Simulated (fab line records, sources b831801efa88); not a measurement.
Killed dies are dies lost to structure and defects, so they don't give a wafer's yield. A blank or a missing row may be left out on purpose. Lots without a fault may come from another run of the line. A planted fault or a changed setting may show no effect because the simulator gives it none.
Which tool did it? | flow sky130 | 13 lots, 39 wafers sampled, at 2 steps of a route of 708

WHAT THE GAUGES READ, wafer by wafer
SKY_GATE_OXIDE_THK_MEAS_02.
lot  | measured     | on            | GATE_OXIDE_OXIDATION_00_THK (nm)
L772 | day 12 14:40 | film_metro-01 | 10.43 10.49 10.34
L773 | day 13 01:07 | film_metro-01 | 10.25 10.40 10.17
L774 | day 13 17:35 | film_metro-02 | 10.59 10.38 10.60
L775 | day 14 07:19 | film_metro-01 | 10.41 10.54 10.52
L776 | day 14 13:25 | film_metro-04 | 9.92 10.09 10.11
L777 | day 14 13:26 | film_metro-01 | 10.48 10.53 10.41
L780 | day 15 14:35 | film_metro-02 | 10.65 10.50 10.48
L781 | day 15 23:20 | film_metro-01 | 10.29 10.31 10.21
L787 | day 17 19:38 | film_metro-04 | 10.27 10.47 10.28
L791 | day 19 07:25 | film_metro-02 | 10.08 9.98 10.19
L792 | day 19 13:41 | film_metro-04 | 10.20 10.31 10.28
L794 | day 20 08:17 | film_metro-02 | 10.13 10.24 10.23
L795 | day 20 18:42 | film_metro-01 | 10.39 10.27 10.21

SKY_GATE_OXIDE_TW_MEAS_14.
lot  | measured     | on            | GATE_OXIDE_TW
L772 | day 13 16:14 | film_metro-01 | 226.2 226.3 227.6
L773 | day 14 02:34 | film_metro-01 | 224.2 226.1 225.6
L774 | day 14 20:22 | film_metro-02 | 225.2 225.5 225.7
L775 | day 15 10:12 | film_metro-04 | 224.4 226.2 226.5
L776 | day 15 17:17 | film_metro-04 | 224.3 224.8 225.2
L777 | day 15 16:52 | film_metro-04 | 225.5 224.3 224.6
L780 | day 16 17:52 | film_metro-01 | 225.3 226.2 225.8
L781 | day 17 03:49 | film_metro-01 | 223.7 224.5 222.8
L787 | day 19 02:01 | film_metro-01 | 225.7 225.4 225.3
L791 | day 20 14:11 | film_metro-02 | 227.1 226.2 227.2
L792 | day 20 20:55 | film_metro-04 | 225.7 226.1 224.6
L794 | day 21 15:49 | film_metro-01 | 224.4 225.9 226.1
L795 | day 22 02:04 | film_metro-01 | 225.2 226.4 224.8

WHICH TOOL RAN EACH LOT (tool, then ch and the chambers of the sampled wafers, then the start)
The record holds no process step before these readings.

WHAT THE TOOLS THEMSELVES READ (means of the sampled wafers that have a number; where no wafer has one, the mark that the record gives instead)
The record holds no such reading with a usual standard deviation.

THE ANSWER, worked out from the rows above alone
Rule: what is usual is taken from the lots themselves. Put in order of their means at a reading, lots are off if they are a third of the lots or fewer, leave a main group of 4 or more, and stand apart from it by a gap of 3 or more times the standard deviation of the main group's means; of several such gaps the widest counts. A main group whose means are all the same, to the digits that the tables above print for the reading, isn't used. A lot without any number at a reading at which 4 lots or more have one is off too. The other lots that the step has rows for count as sound. The gauges are gone through in route order, then the tools' own readings, and for those a lot's mean is taken as printed above. The first step at which some lot is off is used, and at that step the reading that is off furthest; a lot without a number counts as furthest.
No lot is off at any reading shown: from this, nothing can be told.

WHAT THE SIMULATOR HAD PUT IN
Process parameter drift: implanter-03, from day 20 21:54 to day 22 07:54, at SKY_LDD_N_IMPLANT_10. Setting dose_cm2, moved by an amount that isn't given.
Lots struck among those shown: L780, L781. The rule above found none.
